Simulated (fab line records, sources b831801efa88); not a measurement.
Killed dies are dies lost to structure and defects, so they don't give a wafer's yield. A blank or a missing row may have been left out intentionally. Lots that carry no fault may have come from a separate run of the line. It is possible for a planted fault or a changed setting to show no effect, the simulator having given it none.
fab line records	flow sky130
record lots=7	wafers=21	lastDay=50
route steps=708 shown METAL2@483
lots with no fault: from the same line, run without faults
startH: hours from the record's first day to the start of the lot's first wafer shown	waitH: hours elapsed since this lot's preceding step	" unchanged from the row above	L1.1+2: several wafers, shown together as one row	- no value, or no start was given	* or withheld: withheld	< > ~ a bound
route shown NAME@n: NAME is a module with steps in the file, n the number in the route of the first one	usual: mean/standard deviation of fault-free wafers	same: alike in all rows	chamber/n: place in a boat	sites: each site's reading	_std_site: their standard deviation	_edge_site: mean of outer sites minus mean of inner sites	radiusMm: how far each site lies from the wafer's centre	mask NAME#n: copy n	behind: tool/chamber where the wafer was last shaped	hold: reason for holding the lot/hours on hold/outcome of the hold	device: the n, p or np transistor that did not switch	end of line: the same wafers' tests at the end of the route	a step given without rows: its recipe and nothing more	killed: count of dies lost to structure and defects at first sort (not the wafer's yield)	map: a wafer's dies, marking killed ones x, the rest . and places with no die _
set.NAME: the setting the step ran with; set.NAME@STEP: the setting that earlier step ran with	model.NAME: the simulator's own value behind a step, which no gauge read
lots at some steps of the route; a table a step, a row a wafer
services: the hour from which a tool's chamber was out of use, counted from the record's first day as startH (under 0 if before that day), plus the number of hours and why
## steps
# step SKY_METAL2_SPUTTER_00
# recipe material=Ti	targetThkNm=15	powerW=3000	timeS=10	chamberPressurePa=0.4
# step SKY_METAL2_SPUTTER_01
# recipe material=TiN	targetThkNm=20	powerW=6500	timeS=16.7	chamberPressurePa=0.4
# usual throttleValvePct=29.9/0.86
lot.wafer	tool	chamber	startH	waitH	throttleValvePct
L747.2	pvdSputter-04	-	812.66	0.0	28.9
L747.4	"	-	"	"	30.0
L747.5	"	-	"	"	29.1
L755.2	pvdSputter-02	-	892.15	0.0	28.3
L755.4	"	-	"	"	29.9
L755.5	"	-	"	"	31.2
L757.1	pvdSputter-02	-	900.25	0.0	30.7
L757.2	"	-	"	"	28.8
L757.5	"	-	"	"	31.3
L759.1	pvdSputter-04	-	911.65	0.0	30.1
L759.3	"	-	"	"	29.8
L759.6	"	-	"	"	29.7
L760.2	pvdSputter-01	-	913.96	0.0	29.4
L760.4	"	-	"	"	30.5
L760.5	"	-	"	"	30.4
L761.4	pvdSputter-01	-	924.26	0.0	29.3
L761.5	"	-	"	"	29.4
L761.6	"	-	"	"	30.6
L766.1	pvdSputter-04	-	968.68	0.0	28.9
L766.2	"	-	"	"	30.1
L766.6	"	-	"	"	30.5
# step SKY_METAL2_SPUTTER_02
# recipe material=AlCu	targetThkNm=250	powerW=10600	timeS=13.3	chamberPressurePa=0.4
# usual throttleValvePct=29.9/0.87
lot.wafer	tool	chamber	startH	waitH	throttleValvePct
L747.2	pvdSputter-04	-	812.69	0.0	28.7
L747.4	"	-	"	"	29.9
L747.5	"	-	"	"	28.8
L755.2	pvdSputter-02	-	892.17	0.0	28.2
L755.4	"	-	"	"	30.1
L755.5	"	-	"	"	31.4
L757.1	pvdSputter-02	-	900.27	0.0	30.7
L757.2	"	-	"	"	28.2
L757.5	"	-	"	"	31.2
L759.1	pvdSputter-04	-	911.68	0.0	30.1
L759.3	"	-	"	"	29.4
L759.6	"	-	"	"	29.4
L760.2	pvdSputter-01	-	913.98	0.0	29.4
L760.4	"	-	"	"	30.4
L760.5	"	-	"	"	30.4
L761.4	pvdSputter-01	-	924.28	0.0	28.9
L761.5	"	-	"	"	29.7
L761.6	"	-	"	"	30.5
L766.1	pvdSputter-04	-	968.71	0.0	29.0
L766.2	"	-	"	"	30.1
L766.6	"	-	"	"	30.1
# step SKY_METAL2_SPUTTER_03
# recipe material=Ti	targetThkNm=5	powerW=3000	timeS=3.3	chamberPressurePa=0.4
# usual throttleValvePct=29.9/0.87
lot.wafer	tool	chamber	startH	waitH	throttleValvePct
L747.2	pvdSputter-04	-	812.71	0.0	28.9
L747.4	"	-	"	"	30.0
L747.5	"	-	"	"	29.1
L755.2	pvdSputter-02	-	892.20	0.0	28.3
L755.4	"	-	"	"	29.9
L755.5	"	-	"	"	31.5
L757.1	pvdSputter-02	-	900.30	0.0	30.7
L757.2	"	-	"	"	28.1
L757.5	"	-	"	"	31.3
L759.1	pvdSputter-04	-	911.70	0.0	30.3
L759.3	"	-	"	"	29.6
L759.6	"	-	"	"	29.5
L760.2	pvdSputter-01	-	914.01	0.0	29.6
L760.4	"	-	"	"	30.5
L760.5	"	-	"	"	30.5
L761.4	pvdSputter-01	-	924.31	0.0	28.9
L761.5	"	-	"	"	29.5
L761.6	"	-	"	"	30.3
L766.1	pvdSputter-04	-	968.73	0.0	29.0
L766.2	"	-	"	"	29.9
L766.6	"	-	"	"	29.9
# step SKY_METAL2_SPUTTER_04
# recipe material=TiN	targetThkNm=70	powerW=6500	timeS=58.3	chamberPressurePa=0.4
# step SKY_METAL2_RS_MEAS_05
# recipe thkMeasGauge=four-point-probe	reads=TiN_of_METAL2_SPUTTER_04+Ti_of_METAL2_SPUTTER_03+AlCu_of_METAL2_SPUTTER_02+TiN_of_METAL2_SPUTTER_01+Ti_of_METAL2_SPUTTER_00
# usual METAL2_ALCU_RS=0.1274/0.0016
lot.wafer	tool	chamber	startH	waitH	METAL2_ALCU_RS[ohm/sq]
L747.2	filmMetro-01	-	812.80	0.0	0.1242
L747.4	"	-	"	"	0.1262
L747.5	"	-	"	"	0.1258
L755.2	filmMetro-03	-	892.28	0.0	0.1233
L755.4	"	-	"	"	0.1267
L755.5	"	-	"	"	0.1270
L757.1	filmMetro-01	-	900.36	0.0	0.1300
L757.2	"	-	"	"	0.1247
L757.5	"	-	"	"	0.1289
L759.1	filmMetro-03	-	911.77	0.0	0.1268
L759.3	"	-	"	"	0.1250
L759.6	"	-	"	"	0.1251
L760.2	filmMetro-03	-	914.09	0.0	0.1284
L760.4	"	-	"	"	0.1290
L760.5	"	-	"	"	0.1286
L761.4	filmMetro-01	-	924.43	0.1	0.1273
L761.5	"	-	"	"	0.1255
L761.6	"	-	"	"	0.1248
L766.1	filmMetro-01	-	968.80	0.0	0.1290
L766.2	"	-	"	"	0.1291
L766.6	"	-	"	"	0.1293
# step SKY_METAL2_THK_MEAS_06
# recipe thkMeasGauge=xrf	reads=AlCu_of_METAL2_SPUTTER_02
# usual METAL2_ALCU_THK=251/3.4
lot.wafer	tool	chamber	startH	waitH	METAL2_ALCU_THK[nm]
L747.2	filmMetro-01	-	812.91	0.1	257
L747.4	"	-	"	"	252
L747.5	"	-	"	"	253
L755.2	filmMetro-03	-	892.39	0.1	262
L755.4	"	-	"	"	255
L755.5	"	-	"	"	251
L757.1	filmMetro-01	-	900.48	0.1	244
L757.2	"	-	"	"	254
L757.5	"	-	"	"	248
L759.1	filmMetro-03	-	911.89	0.1	252
L759.3	"	-	"	"	258
L759.6	"	-	"	"	256
L760.2	filmMetro-03	-	914.20	0.1	248
L760.4	"	-	"	"	247
L760.5	"	-	"	"	250
L761.4	filmMetro-01	-	924.52	0.1	250
L761.5	"	-	"	"	255
L761.6	"	-	"	"	255
L766.1	filmMetro-01	-	968.92	0.1	248
L766.2	"	-	"	"	248
L766.6	"	-	"	"	246
# step SKY_METAL2_DEHYDRATE_07
# recipe tempC=200	timeS=60
# step SKY_METAL2_HMDS_08
# recipe primeTimeS=60	primeTempC=120
# step SKY_METAL2_COAT_09
# recipe resist=BARC	tempC=withheld	timeS=withheld	spinRpm=3000	resistThkNm=60
# step SKY_METAL2_COAT_10
# recipe resist=KrF-thick	spinRpm=3000	resistThkNm=450
# step SKY_METAL2_SOFTBAKE_11
# recipe tempC=100	timeS=90	resist=KrF-thick
# step SKY_METAL2_EXPOSE_12
# recipe maskId=MM2	na=0.8	sourceShape=annular	sigmaInner=0.55	sigmaOuter=0.85	targetCdNm=140	doseMj=28
# usual exposureDoseMJCm2=28.19/0.27	focusOffsetNm=-0.2/0.52
# same na=0.8	sigmaInner=0.55
lot.wafer	tool	chamber	startH	waitH	mask	exposureDoseMJCm2	focusOffsetNm
L747.2	krfScanner-02	0	826.39	-	MM2#0	27.89	-0.1
L747.4	"	0	"	"	MM2#0	27.92	-0.1
L747.5	"	0	"	"	MM2#0	27.92	-0.9
L755.2	krfScanner-02	0	905.29	-	MM2#0	27.91	0.1
L755.4	"	0	"	"	MM2#0	27.91	-0.1
L755.5	"	0	"	"	MM2#0	27.91	-0.2
L757.1	krfScanner-02	0	913.18	-	MM2#0	18.93	-0.5
L757.2	"	0	"	"	MM2#0	18.91	-0.6
L757.5	"	0	"	"	MM2#0	18.94	-0.8
L759.1	krfScanner-02	0	924.75	-	MM2#0	18.98	-0.4
L759.3	"	0	"	"	MM2#0	18.94	0.3
L759.6	"	0	"	"	MM2#0	18.91	0.8
L760.2	krfScanner-02	0	927.07	-	MM2#0	20.71	0.8
L760.4	"	0	"	"	MM2#0	20.76	-0.2
L760.5	"	0	"	"	MM2#0	20.72	0.3
L761.4	krfScanner-01	0	937.51	-	MM2#0	28.48	0.0
L761.5	"	0	"	"	MM2#0	28.49	0.1
L761.6	"	0	"	"	MM2#0	28.50	0.2
L766.1	krfScanner-01	0	981.10	-	MM2#0	28.44	-0.9
L766.2	"	0	"	"	MM2#0	28.42	-0.9
L766.6	"	0	"	"	MM2#0	28.40	-0.8
# step SKY_METAL2_PEB_13
# recipe pebTempC=withheld	pebTimeS=withheld	resist=KrF-thick
# step SKY_METAL2_DEVELOP_14
# recipe developTimeS=60	resist=KrF-thick	devTempC=21
# step SKY_METAL2_CD_MEAS_15
# recipe targetCdNm=140
# usual cdNm=140.3/1.4
lot.wafer	tool	chamber	startH	waitH	cdNm
L747.2	cdSem-02	-	839.47	-	141.7
L747.4	"	-	"	"	141.1
L747.5	"	-	"	"	139.8
L755.2	cdSem-01	-	918.24	-	140.3
L755.4	"	-	"	"	141.3
L755.5	"	-	"	"	140.3
L757.1	cdSem-02	-	925.10	-	216.1
L757.2	"	-	"	"	214.7
L757.5	"	-	"	"	214.0
L759.1	cdSem-02	-	937.32	-	213.4
L759.3	"	-	"	"	211.2
L759.6	"	-	"	"	211.6
L760.2	cdSem-02	-	939.54	-	198.8
L760.4	"	-	"	"	197.8
L760.5	"	-	"	"	197.3
L761.4	cdSem-01	-	949.56	-	141.3
L761.5	"	-	"	"	139.5
L761.6	"	-	"	"	139.0
L766.1	cdSem-02	-	993.27	-	139.2
L766.2	"	-	"	"	138.4
L766.6	"	-	"	"	138.0
# step SKY_METAL2_OVL_MEAS_16
# usual METAL2_OVL=1/5.2
lot.wafer	tool	chamber	startH	waitH	METAL2_OVL[nm]
L747.2	overlay-01	-	839.58	0.1	-4
L747.4	"	-	"	"	-12
L747.5	"	-	"	"	-5
L755.2	overlay-02	-	918.35	0.1	-10
L755.4	"	-	"	"	-3
L755.5	"	-	"	"	-3
L757.1	overlay-02	-	925.22	0.1	-7
L757.2	"	-	"	"	-5
L757.5	"	-	"	"	-12
L759.1	overlay-01	-	937.44	0.1	6
L759.3	"	-	"	"	5
L759.6	"	-	"	"	4
L760.2	overlay-02	-	939.65	0.1	7
L760.4	"	-	"	"	10
L760.5	"	-	"	"	-3
L761.4	overlay-01	-	949.64	0.1	4
L761.5	"	-	"	"	7
L761.6	"	-	"	"	4
L766.1	overlay-02	-	993.39	0.1	-6
L766.2	"	-	"	"	-8
L766.6	"	-	"	"	-6
# step SKY_METAL2_DESCUM_17
# recipe chemistry=O2	sourcePowerW=150	biasPowerW=0	pressureMtorr=10	tempC=40	timeS=8
# usual drypumpMotorCurrentA=6.01/0.23	oesProductAu=0.992/0.017
lot.wafer	tool	chamber	startH	waitH	drypumpMotorCurrentA	oesProductAu	rfHoursCounterH	model.METAL2.cdNm
L747.2	rieMetal-02	0	839.61	0.0	6.08	0.999	2	141.1
L747.4	"	1	"	"	5.73	0.985	-	140.2
L747.5	"	0	"	"	6.10	0.996	-	139.7
L755.2	rieMetal-03	0	918.38	0.0	6.00	0.975	0	140.5
L755.4	"	1	"	"	5.69	1.024	-	140.5
L755.5	"	1	"	"	5.70	1.025	-	139.7
L757.1	rieMetal-03	1	925.26	0.0	5.69	1.011	18	215.2
L757.2	"	0	"	"	6.00	0.977	1	215.2
L757.5	"	0	"	"	6.00	0.983	-	214.2
L759.1	rieMetal-03	1	937.48	0.0	5.70	1.015	19	212.9
L759.3	"	1	"	"	5.71	1.012	-	211.2
L759.6	"	1	"	"	5.73	1.010	-	211.3
L760.2	rieMetal-03	0	939.68	0.0	6.01	0.987	2	199.4
L760.4	"	1	"	"	5.68	1.007	-	197.3
L760.5	"	0	"	"	6.01	0.987	-	197.6
L761.4	rieMetal-02	1	949.67	0.0	5.74	0.960	-	140.1
L761.5	"	1	"	"	5.74	0.959	-	137.9
L761.6	"	0	"	"	6.06	1.000	-	138.7
L766.1	rieMetal-03	0	993.43	0.0	6.03	0.989	6	140.1
L766.2	"	1	"	"	5.66	0.993	0	138.3
L766.6	"	0	"	"	6.01	0.981	-	139
# step SKY_METAL2_ETCH_18
# recipe chemistry=N2/H2	target=BARC	ionEnergyEv=200	biasW=100	pressureMtorr=30	n2FlowSccm=100	h2FlowSccm=200	icpW=500	stopOn=SiO2	timeS=45.9	targetDepthA=600
# usual drypumpMotorCurrentA=6.02/0.22	oesProductAu=0.855/0.0045	throttleValvePct=13.225/0.009
lot.wafer	tool	chamber	startH	waitH	drypumpMotorCurrentA	oesProductAu	rfHoursCounterH	throttleValvePct
L747.2	rieMetal-02	0	839.64	0.0	6.06	0.851	2	13.214
L747.4	"	1	"	"	5.74	0.853	-	13.219
L747.5	"	0	"	"	6.08	0.858	-	13.231
L755.2	rieMetal-03	0	918.41	0.0	6.02	0.852	0	13.234
L755.4	"	1	"	"	5.71	0.860	-	13.222
L755.5	"	1	"	"	5.69	0.856	-	13.213
L757.1	rieMetal-03	1	925.29	0.0	5.69	0.853	18	13.228
L757.2	"	0	"	"	6.04	0.852	1	13.232
L757.5	"	0	"	"	6.02	0.851	-	13.224
L759.1	rieMetal-03	1	937.51	0.0	5.71	0.860	19	13.219
L759.3	"	1	"	"	5.71	0.855	-	13.232
L759.6	"	1	"	"	5.71	0.860	-	13.222
L760.2	rieMetal-03	0	939.71	0.0	6.01	0.850	2	13.242
L760.4	"	1	"	"	5.71	0.858	-	13.218
L760.5	"	0	"	"	6.02	0.853	-	13.240
L761.4	rieMetal-02	1	949.73	0.0	5.74	0.855	-	13.224
L761.5	"	1	"	"	5.75	0.851	-	13.211
L761.6	"	0	"	"	6.07	0.850	-	13.228
L766.1	rieMetal-03	0	993.46	0.0	6.00	0.858	6	13.235
L766.2	"	1	"	"	5.69	0.855	0	13.233
L766.6	"	0	"	"	6.01	0.861	-	13.221
# step SKY_METAL2_METAL_ETCH_19
# recipe targetDepthA=3600	stopOn=SiO2	overEtchFrac=0.3	timeS=78	chemistry=Cl2/BCl3	resistSidewallDeg=88	pressureMtorr=10	icpW=900	biasW=48.5	Cl2_flow_sccm=60	bcl3FlowSccm=30
# usual drypumpMotorCurrentA=6.01/0.23	oesProductAu=0.852/0.0069	throttleValvePct=22.265/0.009
lot.wafer	tool	chamber	startH	waitH	drypumpMotorCurrentA	oesProductAu	rfHoursCounterH	throttleValvePct	model.METAL2.cdNm
L747.2	rieMetal-02	0	839.70	0.0	6.06	0.859	2	22.262	141.9
L747.4	"	1	"	"	5.73	0.857	-	22.248	145.1
L747.5	"	0	"	"	6.09	0.859	-	22.249	141.7
L755.2	rieMetal-03	0	918.47	0.0	6.01	0.871	0	22.262	138.1
L755.4	"	1	"	"	5.68	0.854	-	22.269	145.9
L755.5	"	1	"	"	5.68	0.861	-	22.257	143.4
L757.1	rieMetal-03	1	925.35	0.0	5.70	0.848	18	22.282	218
L757.2	"	0	"	"	6.03	0.868	1	22.262	210.4
L757.5	"	0	"	"	6.00	0.848	-	22.264	210.4
L759.1	rieMetal-03	1	937.57	0.0	5.70	0.855	19	22.266	213.9
L759.3	"	1	"	"	5.70	0.857	-	22.257	214.1
L759.6	"	1	"	"	5.69	0.853	-	22.274	212.1
L760.2	rieMetal-03	0	939.77	0.0	6.01	0.853	2	22.270	197.2
L760.4	"	1	"	"	5.68	0.843	-	22.249	199
L760.5	"	0	"	"	6.01	0.843	-	22.270	195.2
L761.4	rieMetal-02	1	949.82	0.1	5.75	0.860	-	22.251	142.5
L761.5	"	1	"	"	5.76	0.861	-	22.271	140.3
L761.6	"	0	"	"	6.05	0.859	-	22.260	139.5
L766.1	rieMetal-03	0	993.52	0.0	6.00	0.847	6	22.255	138.5
L766.2	"	1	"	"	5.70	0.851	0	22.275	140.8
L766.6	"	0	"	"	6.03	0.846	-	22.276	136.2
# step SKY_METAL2_STRIP_20
# recipe chemistry=O2/N2	powerW=1400	pressureMtorr=1500	platenTempC=withheld	o2FlowSccm=3000	n2FlowSccm=300	overashFraction=0.5
# usual drypumpMotorCurrentA=5.8/0.37	oesProductAu=0.345/0.0055	stripTimeToEndpointS=2.74/0.084
lot.wafer	tool	chamber	startH	waitH	drypumpMotorCurrentA	oesProductAu	rfHoursCounterH	stripTimeToEndpointS
L747.2	plasmaAsher-03	0	839.79	0.1	6.1	0.343	41	2.70
L747.4	"	1	"	"	5.9	0.353	-	2.79
L747.5	"	1	"	"	5.9	0.339	-	2.70
L755.2	plasmaAsher-01	0	918.56	0.1	6.0	0.353	77	2.79
L755.4	"	1	"	"	5.5	0.341	-	2.64
L755.5	"	0	"	"	6.0	0.342	-	2.59
L757.1	plasmaAsher-02	1	925.44	0.1	6.1	0.340	17	2.59
L757.2	"	0	"	"	5.1	0.351	17	2.77
L757.5	"	0	"	"	5.1	0.346	-	2.76
L759.1	plasmaAsher-03	1	937.66	0.1	5.8	0.347	50	2.58
L759.3	"	1	"	"	5.8	0.343	-	2.59
L759.6	"	0	"	"	6.1	0.335	-	2.60
L760.2	plasmaAsher-01	1	939.86	0.1	5.5	0.348	79	2.79
L760.4	"	0	"	"	6.0	0.337	-	2.64
L760.5	"	0	"	"	6.0	0.351	-	2.80
L761.4	plasmaAsher-01	1	949.94	0.1	5.5	0.357	-	2.87
L761.5	"	1	"	"	5.5	0.355	-	2.88
L761.6	"	0	"	"	5.9	0.337	-	2.73
L766.1	plasmaAsher-01	1	993.61	0.1	5.5	0.347	84	2.77
L766.2	"	0	"	"	6.0	0.347	84	2.76
L766.6	"	1	"	"	5.5	0.345	-	2.79
## services
tool	chamber	startH	hours	kind
rieMetal-02	1	797.27	13.0	repair
pvdSputter-04	-	797.39	6.3	repair
krfScanner-02	-	803.63	1.3	pm
krfScanner-01	-	805.65	1.0	pm
krfScanner-01	-	810.26	0.8	pm
pvdSputter-01	-	812.85	0.6	repair
pvdSputter-02	-	815.32	7.7	repair
rieMetal-02	0	826.93	2.3	repair
krfScanner-01	-	833.21	4.9	repair
krfScanner-01	-	838.86	1.3	pm
krfScanner-02	-	845.80	0.4	repair
krfScanner-02	-	847.68	3.6	repair
krfScanner-01	-	851.31	3.6	pm
plasmaAsher-03	-	869.06	0.9	repair
krfScanner-02	-	870.30	1.0	pm
pvdSputter-04	-	878.17	1.7	repair
krfScanner-02	-	887.12	0.8	pm
pvdSputter-01	-	897.08	3.7	repair
plasmaAsher-03	-	900.15	2.8	pm
plasmaAsher-03	-	920.68	1.0	repair
krfScanner-01	-	925.96	4.0	pm
pvdSputter-04	-	927.74	6.3	repair
plasmaAsher-01	-	931.62	1.1	repair
krfScanner-02	-	979.79	1.3	pm
## key
firstSign step=SKY_METAL2_EXPOSE_12	reading=exposureDoseMJCm2	direction=down	sigmas=32	usual=*	struck=*
effect step=SKY_METAL2_CD_MEAS_15	reading=cdNm	direction=up	sigmas=48	usual=140.3	struck=208.3	through=controlLoop
modelEffect step=SKY_METAL2_DESCUM_17	value=METAL2.cdNm	without=139.1	struck=208.2
modelEffect step=SKY_METAL2_METAL_ETCH_19	value=METAL2.cdNm	without=138.6	struck=207.8
metAt SKY_METAL2_EXPOSE_12
struckWafers L757.1,L757.2,L757.5,L759.1,L759.3,L759.6,L760.2,L760.4,L760.5
laterRowsLeftOut L757.1,L757.2,L757.5,L759.1,L759.3,L759.6,L760.2,L760.4,L760.5
sortLeftOut L757.1,L757.2,L757.5,L759.1,L759.3,L759.6,L760.2,L760.4,L760.5
loopTrim step=SKY_METAL2_EXPOSE_12	setting=dose	lots=L760
onsetBetween 905.29 913.18
fault kind=processParameterDrift	tool=krfScanner-02	chamber=-	onsetH=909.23	steps=SKY_METAL2_EXPOSE_12	channel=doseMj	offset=-8.9904	shape=step	actsIn=theseRecipesOnly	stated=28
# sortLeftOut: the simulated sort isn't trusted on such a fault, so these wafers' sort isn't shown, and their yield isn't known
# laterRowsLeftOut: the simulator's readings of these wafers behind a module that went badly wrong aren't trusted and aren't shown, but for the sort
# loopTrim: a control loop set the setting to another value than it would have without faults
